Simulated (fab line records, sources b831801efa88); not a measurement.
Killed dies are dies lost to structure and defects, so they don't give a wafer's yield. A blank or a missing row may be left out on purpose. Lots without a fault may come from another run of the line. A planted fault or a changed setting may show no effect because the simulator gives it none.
Which tool did it? | flow gf180mcu | 6 lots, 18 wafers sampled, at 1 step of a route of 602

WHAT THE GAUGES READ, wafer by wafer
GF_VT_IMPLANT_OVL_MEAS_29.
lot  | measured     | on         | VT_IMPLANT_02_OVL (nm)
L488 | day 7 15:49  | overlay-02 | -2.0 -2.0 0.0
L492 | day 8 11:58  | overlay-01 | 2.0 1.8 0.6
L495 | day 9 08:37  | overlay-01 | 0.6 -0.1 1.1
L502 | day 11 05:30 | overlay-02 | -3.5 1.6 -1.7
L505 | day 12 00:52 | overlay-02 | 0.4 -0.8 0.0
L507 | day 12 18:01 | overlay-02 | -1.0 -2.4 -1.6

WHICH TOOL RAN EACH LOT (tool, then ch and the chambers of the sampled wafers, then the start)
The record holds no process step before these readings.

THE ANSWER, worked out from the rows above alone
Rule: what is usual is taken from the lots themselves. Put in order of their means at a reading, lots are off if they are a third of the lots or fewer, leave a main group of 4 or more, and stand apart from it by a gap of 3 or more times the standard deviation of the main group's means; of several such gaps the widest counts. A main group whose means are all the same, to the digits that the tables above print for the reading, isn't used. A lot without any number at a reading at which 4 lots or more have one is off too. The other lots that the step has rows for count as sound.
No lot is off at any reading shown: from this, nothing can be told.

WHAT THE SIMULATOR HAD PUT IN
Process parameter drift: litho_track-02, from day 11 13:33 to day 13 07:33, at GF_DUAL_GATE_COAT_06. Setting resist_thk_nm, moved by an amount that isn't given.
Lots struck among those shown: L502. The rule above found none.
